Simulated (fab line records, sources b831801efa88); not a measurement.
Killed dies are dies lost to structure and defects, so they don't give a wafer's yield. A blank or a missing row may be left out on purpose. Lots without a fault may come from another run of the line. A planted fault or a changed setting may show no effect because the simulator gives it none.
Which tool did it? | flow gf180mcu | 14 lots, 42 wafers sampled, at 4 steps of a route of 602

WHAT THE GAUGES READ, wafer by wafer
GF_V5_CD_MEAS_14: target cd 260 nm. Usual: cd_nm 259.8 nm, standard deviation 1.4.
lot  | measured     | on        | cd_nm (nm)        | flag
L548 | day 27 08:29 | cd_sem-02 | 261.3 261.1 260.7 |
L549 | day 27 09:38 | cd_sem-02 | 260.2 261.4 260.3 |
L550 | day 27 23:23 | cd_sem-01 | 260.6 260.7 259.3 |
L551 | day 28 13:56 | cd_sem-01 | 261.5 261.3 259.9 |
L552 | day 29 00:35 | cd_sem-01 | 261.2 260.0 261.9 |
L553 | day 29 00:59 | cd_sem-02 | 260.9 260.1 260.8 |
L559 | day 30 23:02 | cd_sem-01 | 258.7 261.1 261.2 |
L560 | day 31 05:48 | cd_sem-01 | 259.7 260.4 259.9 |
L564 | day 31 19:55 | cd_sem-01 | 257.6 259.6 257.7 |
L563 | day 31 22:35 | cd_sem-02 | 260.6 260.9 260.9 |
L565 | day 32 03:13 | cd_sem-01 | 259.2 261.0 260.4 |
L567 | day 32 10:28 | cd_sem-02 | 258.5 257.0 258.5 |
L568 | day 32 18:52 | cd_sem-01 | 257.3 258.0 258.5 |
L570 | day 33 04:28 | cd_sem-01 | 261.1 262.2 261.1 |

GF_PASSIVATION_BOW_MEAS_14. Usual: PASSIVATION_BOW 134 um, standard deviation 12.
lot  | measured     | on            | PASSIVATION_BOW (um) | flag
L548 | day 29 03:47 | film_metro-03 | 130 126 119          |
L549 | day 29 04:18 | film_metro-01 | 119 124 125          |
L550 | day 29 17:26 | film_metro-03 | 117 125 131          |
L551 | day 30 08:20 | film_metro-02 | 125 124 134          |
L552 | day 30 18:05 | film_metro-01 | 147 128 141          |
L553 | day 30 20:11 | film_metro-02 | 143 131 124          |
L559 | day 32 14:55 | film_metro-01 | 147 146 145          |
L560 | day 32 21:01 | film_metro-01 | 122 128 128          |
L564 | day 33 09:18 | film_metro-02 | 120 113 136          |
L563 | day 33 12:22 | film_metro-03 | 106 113 103          |
L565 | day 33 16:50 | film_metro-01 | 139 135 139          |
L567 | day 33 22:41 | film_metro-03 | 129 127 133          |
L568 | day 34 06:02 | film_metro-01 | 146 143 144          |
L570 | day 34 15:09 | film_metro-03 | 155 149 147          |

WHICH TOOL RAN EACH LOT (tool, then ch and the chambers of the sampled wafers, then the start)
lot  | GF_V3_CVD_02                    | GF_M5_METAL_ETCH_10
L548 | pecvd-01 ch 1,2, day 21 16:26   | rie_metal-02 ch 0,1, day 26 11:11
L549 | pecvd-02 ch 0,1,2, day 21 18:14 | rie_metal-03 ch 0,1, day 26 13:49
L550 | pecvd-02 ch 0,1,2, day 22 10:34 | rie_metal-02 ch 0,1, day 27 02:31
L551 | pecvd-03 ch 0,1, day 23 03:59   | rie_metal-03 ch 0, day 27 17:46
L552 | pecvd-02 ch 0,1,2, day 23 16:10 | rie_metal-02 ch 0,1, day 28 04:22
L553 | pecvd-03 ch 0,2, day 23 17:07   | rie_metal-04 ch 0,1, day 28 04:25
L559 | pecvd-01 ch 1,2, day 25 19:50   | rie_metal-04 ch 0,1, day 30 03:49
L560 | pecvd-01 ch 0,1,2, day 26 03:34 | rie_metal-02 ch 1, day 30 10:34
L564 | pecvd-03 ch 0,1,2, day 26 18:43 | rie_metal-04 ch 0,1, day 31 00:40
L563 | pecvd-01 ch 0,1, day 27 00:10   | rie_metal-04 ch 0,1, day 31 03:37
L565 | pecvd-03 ch 0,1,2, day 27 06:09 | rie_metal-02 ch 0,1, day 31 08:43
L567 | pecvd-03 ch 0,1, day 27 13:17   | rie_metal-02 ch 0,1, day 31 16:07
L568 | pecvd-03 ch 0,1,2, day 27 22:02 | rie_metal-04 ch 0,1, day 32 00:25
L570 | pecvd-03 ch 1,2, day 28 12:29   | rie_metal-03 ch 0,1, day 32 11:31
- GF_V3_CVD_02: deposits SiO2 from TEOS, target thk 850 nm, time 94.851 s.
- GF_M5_METAL_ETCH_10: etches the open film in Cl2/BCl3, stops on SiO2, target depth 627.5 nm, time 104.6 s.

WHAT THE TOOLS THEMSELVES READ (means of the sampled wafers that have a number; where no wafer has one, the mark that the record gives instead)
GF_V3_CVD_02. Usual: heater_power_w 654 W, standard deviation 110.
lot  | tool     | heater_power_w (W) | flag
L548 | pecvd-01 | 634                |
L549 | pecvd-02 | 550                |
L550 | pecvd-02 | 581                |
L551 | pecvd-03 | 798                |
L552 | pecvd-02 | 534                |
L553 | pecvd-03 | 569                |
L559 | pecvd-01 | 707                |
L560 | pecvd-01 | 661                |
L564 | pecvd-03 | 668                |
L563 | pecvd-01 | 714                |
L565 | pecvd-03 | 680                |
L567 | pecvd-03 | 733                |
L568 | pecvd-03 | 596                |
L570 | pecvd-03 | 675                |

GF_M5_METAL_ETCH_10. Usual: drypump_motor_current_A 5.6 A, standard deviation 0.4; mfc_cl2_sccm 79.98 sccm, standard deviation 0.27; oes_product_au 0.971 a.u., standard deviation 0.0093; throttle_valve_pct 28.251 %, standard deviation 0.013.
lot  | tool         | drypump_motor_current_A (A) | mfc_cl2_sccm (sccm) | oes_product_au (a.u.) | throttle_valve_pct (%) | flag
L548 | rie_metal-02 | 5.4                         | 79.88               | 0.968                 | 28.262                 |
L549 | rie_metal-03 | 5.6                         | 79.86               | 0.970                 | 28.251                 |
L550 | rie_metal-02 | 5.5                         | 79.89               | 0.971                 | 28.247                 |
L551 | rie_metal-03 | 5.8                         | 79.92               | 0.963                 | 28.256                 |
L552 | rie_metal-02 | 5.4                         | 79.94               | 0.966                 | 28.254                 |
L553 | rie_metal-04 | 6.1                         | 79.60               | 0.964                 | 28.257                 |
L559 | rie_metal-04 | 6.1                         | 80.13               | 0.966                 | 28.260                 |
L560 | rie_metal-02 | 5.5                         | 80.28               | 0.977                 | 28.244                 |
L564 | rie_metal-04 | 5.7                         | 80.04               | 0.966                 | 28.253                 |
L563 | rie_metal-04 | 6.1                         | 80.35               | 0.968                 | 28.260                 |
L565 | rie_metal-02 | 5.4                         | 80.00               | 0.971                 | 28.252                 |
L567 | rie_metal-02 | 5.4                         | 80.02               | 0.968                 | 28.245                 |
L568 | rie_metal-04 | 6.0                         | 80.02               | 0.965                 | 28.253                 |
L570 | rie_metal-03 | 5.6                         | 79.90               | 0.971                 | 28.254                 |

THE ANSWER, worked out from the rows above alone
Rule: a lot is off if the mean of its wafers that have a number lies more than 3 standard deviations from the usual mean. A lot without any number at a reading at which 4 lots or more have one is off too. The other lots that the step has rows for count as sound. The gauges are gone through in route order, then the tools' own readings, and for those a lot's mean is taken as printed above. The first step at which some lot is off is used, and at that step the reading that is off furthest; a lot without a number counts as furthest.
No lot is off at any reading shown: from this, nothing can be told.

WHAT THE SIMULATOR HAD PUT IN
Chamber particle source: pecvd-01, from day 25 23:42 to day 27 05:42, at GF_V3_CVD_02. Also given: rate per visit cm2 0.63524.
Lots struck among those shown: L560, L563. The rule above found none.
